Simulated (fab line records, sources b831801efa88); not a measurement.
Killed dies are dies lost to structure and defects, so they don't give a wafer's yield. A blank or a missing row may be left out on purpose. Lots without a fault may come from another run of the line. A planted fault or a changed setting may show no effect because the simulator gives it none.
Chamber matching | flow gf180mcu | GF_STI_ETCH_14 on rie_si-01: 4 sister chambers
The step etches Si in HBr/Cl2/O2, target depth 360 nm, time 102.9 s. 4 wafers are shown with their chamber, then 7 later ones without.

WAFERS WITH THEIR CHAMBER
wafer  | chamber | drypump_motor_current_A (A)
L943.6 | 2       | 5.7
L944.5 | 3       | 5.0
L945.2 | 1       | 6.0
L945.4 | 0       | 6.6

WAFERS WITHOUT THEIR CHAMBER
wafer  | drypump_motor_current_A (A)
L945.6 | 5.1
L948.2 | 5.7
L948.4 | 6.0
L948.5 | 6.0
L949.1 | 5.1
L949.2 | 6.0
L949.3 | 6.6

WHICH CHAMBER EACH WENT THROUGH
wafer  | from the rows above | in truth
L945.6 | 3                   | 3
L948.2 | 2                   | 2
L948.4 | 1                   | 1
L948.5 | 1                   | 1
L949.1 | 3                   | 3
L949.2 | 1                   | 1
L949.3 | 0                   | 0
Placed correctly: 7 of 7. Can't be placed from these rows: 0. Placed wrongly: 0.
How it was worked out, from the rows above alone: a wafer's distance from a chamber is the root of the sum, over the readings, of the square of ((its reading less the chamber's mean) divided by the reading's scatter). The wafer belongs to the nearest chamber; if the next one is less than 2 further off, it can't be placed. A chamber's mean is the mean of its shown wafers. The scatter: with one shown wafer a chamber, the root of the mean of the squares of how far each hidden wafer lies from its nearest shown one.
